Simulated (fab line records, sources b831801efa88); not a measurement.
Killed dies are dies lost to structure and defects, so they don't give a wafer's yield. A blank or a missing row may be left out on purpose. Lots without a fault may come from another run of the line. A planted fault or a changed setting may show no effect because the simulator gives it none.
A struck lot beside a sound one | flow sky130 | 35 steps out of a route of 708
Sound: wafers L318.2, L318.5, L318.6. Struck: wafer L326.3. (L326.2, L326.5 of the same lot were not struck and are left out.) The cause comes at the end.
At each step with rows: each side's tool, then ch and its chambers, then its first start. Under that, the readings that differ: sound wafers | struck wafers | difference of the means | sigmas: that difference in standard deviations of wafers without a fault.
alike: readings whose means differ by less than 2 such deviations, and words and numbers that are the same on both sides. not compared: withheld readings, readings that some wafer has no value for, bounds like >300 that may hide the same value, and numbers for which the record gives no deviation and whose values overlap.
The two part at a step that has a row with sigmas, a row that says differs or no value, or rows on one side only. Numbers that don't overlap but have no deviation are shown without sigmas and don't part them. A reading that every wafer of one side lacks parts them only if that side has two wafers or more.

SKY_VIA1_CD_MEAS_12: target cd 150 nm.
  sound on cd_sem-01, day 36 07:58; struck on cd_sem-01, day 38 02:32
  reading    | sound             | struck | difference | sigmas
  cd_nm (nm) | 149.2 147.1 147.5 | 152.3  | +4.4       | +3
SKY_VIA1_OVL_MEAS_13:
  sound on overlay-01, day 36 08:05; struck on overlay-01, day 38 02:38
  alike: VIA1_OVL
then, 2 steps without rows for these wafers: SKY_VIA1_ETCH_14 (etches BARC in N2/H2, stops on SiO2, time 45.9 s, target depth 60 nm); SKY_VIA1_ETCH_15 (etches SiO2 in C4F8/O2/Ar, stops on TiN, target depth 351 nm, time 54 s).
SKY_VIA1_STRIP_16: strips in O2/N2.
  sound on plasma_asher-03 ch 0,1, day 36 08:12; struck on plasma_asher-02 ch 1, day 38 02:46
  alike: drypump_motor_current_A, oes_product_au, strip_time_to_endpoint_s
  not compared: rf_hours_counter_h
then, 3 steps without rows for these wafers: SKY_VIA1_STRIP_17 (strips in post etch residue remover, time 1200 s); SKY_VIA1_CLEAN_18 (cleans in IPA, time 180 s); SKY_VIA1_CLEAN_19 (cleans in O3/DIW).
SKY_VIA1_SPUTTER_20: material TiN, target thk 20 nm, time 80 s.
  sound on pvd_sputter-03, day 36 09:00; struck on pvd_sputter-04, day 38 03:21
  alike: throttle_valve_pct
SKY_VIA1_CVD_21: deposits W, target thk 270 nm, time 80.902 s.
  sound on cvd_w-01 ch 0,1, day 36 09:04; struck on cvd_w-01 ch 0, day 38 03:25
  alike: heater_power_w
SKY_VIA1_RS_MEAS_22: measures by four-point-probe.
  sound on film_metro-01, day 36 09:10; struck on film_metro-02, day 38 03:31
  alike: VIA1_W_RS
SKY_VIA1_THK_MEAS_23: measures by xrf.
  sound on film_metro-01, day 36 09:17; struck on film_metro-02, day 38 03:38
  alike: VIA1_W_THK
SKY_VIA1_CMP_24: polishes, stops on SiO2, t overpolish 15 s, target thk 0 nm.
  sound on cmp-02 ch 0,1, day 36 09:20; struck on cmp-02 ch 2, day 38 03:41
  reading                                  | sound             | struck | difference | sigmas
  time_to_endpoint_s (s)                   | 66.3 66.4 69.6    | 36.2   | -31.2      | -12
  model.SiO2_of_VIA1_HDPCVD_00.thk_nm (nm) | 340.7 342.3 341.9 | 338.9  | -2.7       |
  alike: motor_current_A, overpolish_run_s, slurry_filter_dp_kPa
then, 3 steps without rows for these wafers: SKY_METAL2_SPUTTER_00 (material Ti, target thk 15 nm, time 10 s); SKY_METAL2_SPUTTER_01 (material TiN, target thk 20 nm, time 16.7 s); SKY_METAL2_SPUTTER_02 (material AlCu, target thk 250 nm, time 13.3 s).
SKY_METAL2_SPUTTER_03: material Ti, target thk 5 nm, time 3.3 s.
  sound on pvd_sputter-01, day 36 09:42; struck on pvd_sputter-01, day 38 04:04
  alike: throttle_valve_pct
then, 1 step without rows for these wafers: SKY_METAL2_SPUTTER_04 (material TiN, target thk 70 nm, time 58.3 s).
SKY_METAL2_RS_MEAS_05: measures by four-point-probe.
  sound on film_metro-03, day 36 09:47; struck on film_metro-03, day 38 04:08
  alike: METAL2_ALCU_RS
SKY_METAL2_THK_MEAS_06: measures by xrf.
  sound on film_metro-03, day 36 09:54; struck on film_metro-03, day 38 04:15
  alike: METAL2_ALCU_THK
then, 8 steps without rows for these wafers: SKY_METAL2_DEHYDRATE_07 (time 60 s); SKY_METAL2_HMDS_08 (prime time 60 s); SKY_METAL2_COAT_09 (resist thk 60 nm); SKY_METAL2_COAT_10 (resist thk 453.5 nm); SKY_METAL2_SOFTBAKE_11 (time 90 s); SKY_METAL2_EXPOSE_12 (exposes mask MM2, target cd 140 nm); SKY_METAL2_PEB_13; SKY_METAL2_DEVELOP_14 (develop time 60 s).
SKY_METAL2_CD_MEAS_15: target cd 140 nm.
  sound on cd_sem-02, day 37 11:38; struck on cd_sem-02, day 39 05:31
  alike: cd_nm
SKY_METAL2_OVL_MEAS_16:
  sound on overlay-02, day 37 11:44; struck on overlay-02, day 39 05:37
  alike: METAL2_OVL
SKY_METAL2_DESCUM_17: chemistry O2, time 8 s.
  sound on rie_metal-03 ch 0,1, day 37 11:46; struck on rie_metal-03 ch 0, day 39 05:38
  alike: drypump_motor_current_A, oes_product_au, temp_c
  not compared: rf_hours_counter_h
then, 1 step without rows for these wafers: SKY_METAL2_ETCH_18 (etches BARC in N2/H2, stops on SiO2, time 45.9 s, target depth 60 nm).
SKY_METAL2_METAL_ETCH_19: etches the open film in Cl2/BCl3, stops on SiO2, target depth 360 nm, time 78 s.
  sound on rie_metal-03 ch 0,1, day 37 11:52; struck on rie_metal-03 ch 0, day 39 05:44
  reading                                  | sound             | struck | difference | sigmas
  model.SiO2_of_VIA1_HDPCVD_00.thk_nm (nm) | 329.8 331.5 330.8 | 328.2  | -2.5       |
  alike: drypump_motor_current_A, oes_product_au, throttle_valve_pct
  not compared: rf_hours_counter_h
then, 1 step without rows for these wafers: SKY_METAL2_STRIP_20 (strips in O2/N2).
-- the record jumps here: 10 days lie between the struck wafers' starts before and after (it left off in module METAL2 and takes up again in module PAD_OPEN, whose first step shown is number 708 of the route) --
SKY_PAD_OPEN_PROBE_99:
  sound on prober-02, day 47 15:40; struck on prober-02, day 48 23:05
  reading         | sound | struck | difference | sigmas
  killed_at_M4_up | 4 3 4 | 9      | +5         | +3
  alike: defect_limited_yield, killed_at_M0_to_M3, killed_at_contacts, killed_at_front_end, killed_at_other, killed_dies, killed_on_rim, killed_open, killed_short, sort_bin_3_pad_short, sort_bin_5_function, sort_bin_6_memory, sort_n_pass, sort_yield_pct

WHERE THEY PART
First at SKY_VIA1_CD_MEAS_12; last, within this record, at SKY_PAD_OPEN_PROBE_99.

WHY: what the simulator had put in
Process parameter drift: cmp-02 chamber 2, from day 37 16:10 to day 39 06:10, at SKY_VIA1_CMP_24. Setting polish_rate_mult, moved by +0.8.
